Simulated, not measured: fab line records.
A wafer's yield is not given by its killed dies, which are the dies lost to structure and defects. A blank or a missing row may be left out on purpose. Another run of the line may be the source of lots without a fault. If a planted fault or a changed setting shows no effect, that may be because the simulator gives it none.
The tool behind it: which one?    flow sky130    14 lots with 42 wafers sampled at 4 steps, on a route of 708 steps

WHAT EACH GAUGE READ, for each wafer
SKY_VIA3_RS_MEAS_22: measurement is done with a four-point probe. Usual: VIA3_W_RS gives 0.2935 ohm/sq (standard deviation 0.0026).
lot   measured      on            VIA3_W_RS (ohm/sq)    flag
L535  day 39 20:00  filmMetro-04  0.2899 0.2957 0.2931  
L537  day 40 06:42  filmMetro-04  0.2989 0.2931 0.2971  
L538  day 40 09:07  filmMetro-04  0.2921 0.2919 0.2911  
L539  day 40 12:23  filmMetro-01  0.2941 0.2933 0.2929  
L549  day 43 02:52  filmMetro-04  0.2918 0.2890 0.2931  
L550  day 43 18:46  filmMetro-01  0.2908 0.2920 0.2890  
L551  day 43 21:52  filmMetro-01  0.2911 0.2923 0.2974  
L552  day 44 06:34  filmMetro-04  0.2965 0.2920 0.2934  
L553  day 44 11:16  filmMetro-04  0.2953 0.2958 0.2944  
L554  day 44 16:07  filmMetro-04  0.2956 0.2911 0.2933  
L555  day 45 06:49  filmMetro-01  0.2926 0.2917 0.2921  
L556  day 45 23:11  filmMetro-03  0.2927 0.2928 0.2950  
L558  day 45 23:43  filmMetro-01  0.2941 0.2962 0.2965  
L557  day 45 23:56  filmMetro-04  0.2940 0.2963 0.2910  

SKY_CAP2M_THK_MEAS_01. Usual: CAP2M_CVD_00_THK gives 15.49 nm (standard deviation 0.19).
lot   measured      on            CAP2M_CVD_00_THK (nm)  flag
L535  day 39 20:38  filmMetro-03  15.24 15.54 15.48      
L537  day 40 07:20  filmMetro-03  15.60 15.74 15.60      
L538  day 40 09:46  filmMetro-01  15.46 15.57            
L549  day 43 03:32  filmMetro-03  15.60 15.68 15.46      
L550  day 43 19:26  filmMetro-02  15.50 15.47 15.49      
L551  day 43 22:43  filmMetro-02  15.37 15.13 15.50      
L552  day 44 07:11  filmMetro-02  15.33 15.49 15.54      
L553  day 44 11:56  filmMetro-02  15.14 15.44 15.68      
L554  day 44 16:46  filmMetro-02  15.36 15.47 15.55      
L555  day 45 07:29  filmMetro-01  15.47 15.49 15.57      
L556  day 45 23:51  filmMetro-01  15.34 15.68 15.72      
L558  day 46 00:21  filmMetro-02  15.55 15.61 15.57      
L557  day 46 00:41  filmMetro-03  15.58 16.10 15.53      

TOOL THAT RAN EACH LOT (tool first, then ch and the chambers of the sampled wafers, then the start)
lot   SKY_VIA3_ETCH_15                   SKY_VIA3_CMP_24
L535  rieDiel-03 ch 1,3, day 39 19:05    cmp-01 ch 1,2,3, day 39 20:11
L537  rieDiel-03 ch 0,1,3, day 40 05:44  cmp-01 ch 2,3, day 40 06:50
L538  rieDiel-03 ch 0,1,3, day 40 07:52  cmp-01 ch 2,3, day 40 09:17
L539  rieDiel-02 ch 0,1,2, day 40 11:31  cmp-01 ch 1,2,3, day 40 12:42
L549  rieDiel-03 ch 0,1,3, day 43 02:02  cmp-02 ch 0,1,2, day 43 03:03
L550  rieDiel-02 ch 2,3, day 43 17:56    cmp-01 ch 0,1,2, day 43 19:06
L551  rieDiel-02 ch 1,2,3, day 43 21:01  cmp-01 ch 0,1,2, day 43 22:14
L552  rieDiel-02 ch 0,3, day 44 05:41    cmp-02 ch 2,3, day 44 06:42
L553  rieDiel-01 ch 0,2,3, day 44 10:26  cmp-02 ch 0,3, day 44 11:30
L554  rieDiel-02 ch 2,3, day 44 15:13    cmp-02 ch 0,1,2, day 44 16:26
L555  rieDiel-01 ch 1,2, day 45 05:59    cmp-02 ch 0,2,3, day 45 07:00
L556  rieDiel-03 ch 0,1, day 45 22:20    cmp-01 ch 1,2,3, day 45 23:28
L558  rieDiel-02 ch 1,2, day 45 22:50    cmp-02 ch 1,2, day 45 23:51
L557  rieDiel-03 ch 0,2,3, day 45 23:04  cmp-01 ch 1,2,3, day 46 00:15
- SKY_VIA3_ETCH_15: etches SiO2 in C4F8/O2/Ar, stops on TiN, target depth 507 nm, time 78 s.
- SKY_VIA3_CMP_24: polishes, stops on SiO2, t overpolish 20 s, target thk 0 nm.

AS READ BY THE TOOLS THEMSELVES (means over the sampled wafers that have a number; for cases with no such wafer, the mark the record gives instead)
SKY_VIA3_ETCH_15. Usual: oesProductAu reads 0.947 a.u. (standard deviation 0.0048).
lot   tool        oesProductAu (a.u.)  flag
L535  rieDiel-03  0.945                
L537  rieDiel-03  0.947                
L538  rieDiel-03  0.947                
L539  rieDiel-02  0.949                
L549  rieDiel-03  0.944                
L550  rieDiel-02  0.947                
L551  rieDiel-02  0.947                
L552  rieDiel-02  0.947                
L553  rieDiel-01  0.942                
L554  rieDiel-02  0.947                
L555  rieDiel-01  0.945                
L556  rieDiel-03  0.948                
L558  rieDiel-02  0.943                
L557  rieDiel-03  0.949                

SKY_VIA3_CMP_24. Usual: headPressurePsi 3.499 psi, standard deviation 0.0085; motorCurrentA 11.1 A, standard deviation 0.79; overpolishRunS 20.000 s, standard deviation 0.01; timeToEndpointS 95 s, standard deviation 3.4.
lot   tool    headPressurePsi (psi)  motorCurrentA (A)  overpolishRunS (s)  timeToEndpointS (s)  flag
L535  cmp-01  3.501                  11.3               20.002              90                   
L537  cmp-01  3.502                  11.0               19.994              90                   
L538  cmp-01  3.503                  10.5               13.353              114                  OFF
L539  cmp-01  3.504                  11.1               0.042               149                  OFF
L549  cmp-02  3.504                  11.2               20.003              97                   
L550  cmp-01  3.493                  10.8               19.996              97                   
L551  cmp-01  3.505                  10.7               20.012              95                   
L552  cmp-02  3.501                  12.2               19.997              96                   
L553  cmp-02  3.495                  10.9               20.004              96                   
L554  cmp-02  3.506                  11.4               19.998              97                   
L555  cmp-02  3.512                  11.4               20.005              98                   
L556  cmp-01  3.496                  10.9               20.003              95                   
L558  cmp-02  3.500                  11.2               19.995              96                   
L557  cmp-01  3.492                  11.2               19.994              96                   

THE ANSWER, worked out from the rows above alone
Rule: take the mean of a lot's wafers that have a number; if it is more than 3 standard deviations from the usual mean, the lot is off. A lot without any number at a reading at which 4 lots or more have one is off too. Any other lot the step has rows for is counted as sound. After the gauges, taken in route order, come the tools' own readings; for these a lot's mean is taken, as printed above. The first step at which some lot is off is used, and at that step the reading that is off furthest; a lot without a number counts as furthest.
Off at SKY_VIA3_CMP_24 (overpolishRunS): L538, L539.
If a tool, at that step or one of the process steps before it, ran each lot that is off and ran no sound lot following the first of them, it fits. Not one of the candidates tried fits.

WHAT HAD BEEN PUT IN BY THE SIMULATOR
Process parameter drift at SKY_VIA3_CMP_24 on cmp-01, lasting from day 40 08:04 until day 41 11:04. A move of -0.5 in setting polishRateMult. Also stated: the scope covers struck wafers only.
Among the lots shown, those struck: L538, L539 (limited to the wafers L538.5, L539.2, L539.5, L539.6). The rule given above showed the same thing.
